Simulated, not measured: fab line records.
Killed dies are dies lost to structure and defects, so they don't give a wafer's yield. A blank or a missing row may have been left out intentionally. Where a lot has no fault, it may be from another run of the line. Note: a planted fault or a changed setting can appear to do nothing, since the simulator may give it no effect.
A struck lot beside a sound one ; flow sky130 ; 16 out of 708 route steps
Sound: wafers L279.2, L279.3, L279.4. The struck wafers were L280.3, L280.5, L280.6. The cause comes at the end.
Per side, at each step with rows, come the tool, then ch with its chambers, and then its first start. Under that, the readings that differ: sound wafers ; struck wafers ; difference of the means ; sigmas: that difference in standard deviations of wafers without a fault.
alike: readings with means less than 2 such deviations apart, plus words and numbers identical on both sides. not compared: withheld readings, readings lacking a value on some wafer, bounds such as >300 that could conceal the same value, and numbers that have no deviation in the record and whose values overlap.
The two part at a step that has a row with sigmas, a row that says differs or no value, or rows on one side only. When numbers do not overlap yet have no deviation, they are printed without sigmas and do not part them. Lack of a reading on every wafer of one side parts them only where that side has two or more wafers.

SKY_GATE_OXIDE_TW_MEAS_14:
  struck on filmMetro-01, day 21 03:43; sound on filmMetro-02, day 20 23:20
  alike: GATE_OXIDE_TW
then, 3 steps without rows for these wafers: SKY_GATE_OXIDE_CLEAN_15 (cleans in SC1/SC2, time 150 s); SKY_GATE_OXIDE_OXIDATION_16 (stabilise 600 s, purge 300 s, target thk 3.57 nm); SKY_POLY_GATE_CVD_00 (deposits poly-Si, target thk 180 nm, time 720 s).
SKY_POLY_GATE_THK_MEAS_01:
  struck on filmMetro-04, day 21 07:41; sound on filmMetro-04, day 21 02:11
  alike: POLY_GATE_CVD_00_THK
then, 7 steps without rows for these wafers: SKY_RES_PROTECT_DEHYDRATE_00 (time 60 s); SKY_RES_PROTECT_HMDS_01 (prime time 60 s); SKY_RES_PROTECT_COAT_02 (resist thk 1140 nm); SKY_RES_PROTECT_SOFTBAKE_03 (time 60 s); SKY_RES_PROTECT_EXPOSE_04 (exposes mask RPM, target cd 1270 nm); SKY_RES_PROTECT_PEB_05; SKY_RES_PROTECT_DEVELOP_06 (develop time 60 s).
SKY_POLY_GATE_IMPLANT_02:
  sound on implanter-03 ch 0, day 22 08:52; struck on implanter-04 ch 0, day 22 14:05
reading;sound;struck;difference;sigmas
beamOnS (s);36.7 35.8 36.8;23.3 22.4 23.8;-13.3;-6
doseIonsCm2;7.704e+15 7.702e+15 7.715e+15;5.054e+15 5.047e+15 5.062e+15;-2.653e+15;-99 or more
SKY_RES_PROTECT_STRIP_07: strips in O2/N2.
  sound on plasmaAsher-02 ch 0,1, day 22 08:59; struck on plasmaAsher-02 ch 0,1, day 22 14:14
reading;sound;struck;difference;sigmas
oesProductAu (a.u.);0.516 0.518 0.513;0.542 0.530 0.541;+0.022;+5
stripTimeToEndpointS (s);23.25 23.28 23.29;21.49 21.48 21.53;-1.77;-42
  alike: drypumpMotorCurrentA
  not compared: rfHoursCounterH
SKY_RES_PROTECT_TW_MEAS_08:
  struck on filmMetro-04, day 22 14:19; sound on filmMetro-04, day 22 09:05
reading;sound;struck;difference;sigmas
POLY_GATE_TW;4129 4129 4109;3984 3994 3981;-136;-3
-- record jumps: 28 days separate the struck wafers' starts on either side; left off in module RES_PROTECT, taken up again in module PAD_OPEN, whose first shown step is the route's number 708 --
SKY_PAD_OPEN_PROBE_99:
  struck on prober-02, day 50 12:55; sound on prober-01, day 50 11:13
reading;sound;struck;difference;sigmas
model.etest.resPoly.lineOhmUm;503.3 509.2 478.6;729.9 720.1 752.4;+237.1;
model.etest.liconPoly.rcOhm;154.8 149.5 153;284.8 270.3 275.1;+124.3;
model.etest.resPoly.rsOhmSq;48.51 48.41 48.15;72.62 72.28 72.61;+24.15;
model.etest.resPoly.rsOhmSqRange;1.118 1.259 0.8656;3.656 4.682 2.756;+2.617;
model.etest.resPoly.rsOhmSqRimLessCentre;0.7163 0.05116 -0.096;-0.7086 -3.017 -0.2015;-1.5329;
model.etest.nfet_01v8.vtLongV (V);0.5409 0.5357 0.5427;0.5553 0.5503 0.5585;+0.0149;
  alike: killed_at_M0_to_M3, killed_at_M4_up, killedAtContacts, killedAtFrontEnd, killedAtOther, killedDies, killedOpen, killedShort

WHERE THEY PART
Earliest at SKY_POLY_GATE_IMPLANT_02; latest, in this record, at SKY_RES_PROTECT_TW_MEAS_08. Later steps at which nothing parts them and some readings are alike: SKY_PAD_OPEN_PROBE_99.

WHY: the cause the simulator had injected
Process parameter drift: implanter-04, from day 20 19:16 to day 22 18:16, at SKY_POLY_GATE_IMPLANT_02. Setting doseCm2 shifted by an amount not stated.
